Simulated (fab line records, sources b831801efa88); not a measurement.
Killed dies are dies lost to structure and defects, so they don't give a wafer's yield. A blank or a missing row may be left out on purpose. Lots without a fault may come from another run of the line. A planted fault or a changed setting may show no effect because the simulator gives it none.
Chamber matching | flow gf180mcu | GF_CONTACT_CMP_04 on cmp-02: 4 sister chambers
The step polishes SiO2. 8 wafers are shown with their chamber, then 8 later ones without.

WAFERS WITH THEIR CHAMBER
wafer  | chamber | motor_current_A (A) | platen_rpm (rpm)
L478.1 | 2       | 12.6                | 59.95
L478.2 | 1       | 12.6                | 60.06
L483.3 | 3       | 10.7                | 60.07
L483.5 | 2       | 12.7                | 59.99
L484.1 | 1       | 12.5                | 59.95
L484.2 | 3       | 10.7                | 60.07
L484.3 | 0       | 11.6                | 60.01
L494.1 | 0       | 11.1                | 59.93

WAFERS WITHOUT THEIR CHAMBER
wafer  | motor_current_A (A) | platen_rpm (rpm)
L494.2 | 12.2                | 59.93
L494.4 | 11.2                | 59.98
L497.1 | 10.8                | 60.04
L497.4 | 11.5                | 59.97
L497.5 | 12.2                | 59.98
L498.1 | 12.7                | 60.04
L498.2 | 10.3                | 60.00
L498.6 | 12.1                | 59.98

WHICH CHAMBER EACH WENT THROUGH
wafer  | from the rows above          | in truth
L494.2 | can't be placed: 1 or 2      | 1
L494.4 | 0                            | 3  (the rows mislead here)
L497.1 | 3                            | 3
L497.4 | 0                            | 0
L497.5 | can't be placed: 1 or 2      | 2
L498.1 | can't be placed: 1 or 2      | 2
L498.2 | 3                            | 3
L498.6 | can't be placed: 1 or 2 or 0 | 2
Placed correctly: 3 of 8. Can't be placed from these rows: 4 (the true chamber is among the candidates in 4). Placed wrongly: 1.
How it was worked out, from the rows above alone: a wafer's distance from a chamber is the root of the sum, over the readings, of the square of ((its reading less the chamber's mean) divided by the reading's scatter). The wafer belongs to the nearest chamber; if the next one is less than 2 further off, it can't be placed. A chamber's mean is the mean of its shown wafers. The scatter: the root of (the sum of the squares of (reading less its chamber's mean) over the shown wafers, divided by (wafers less chambers)).
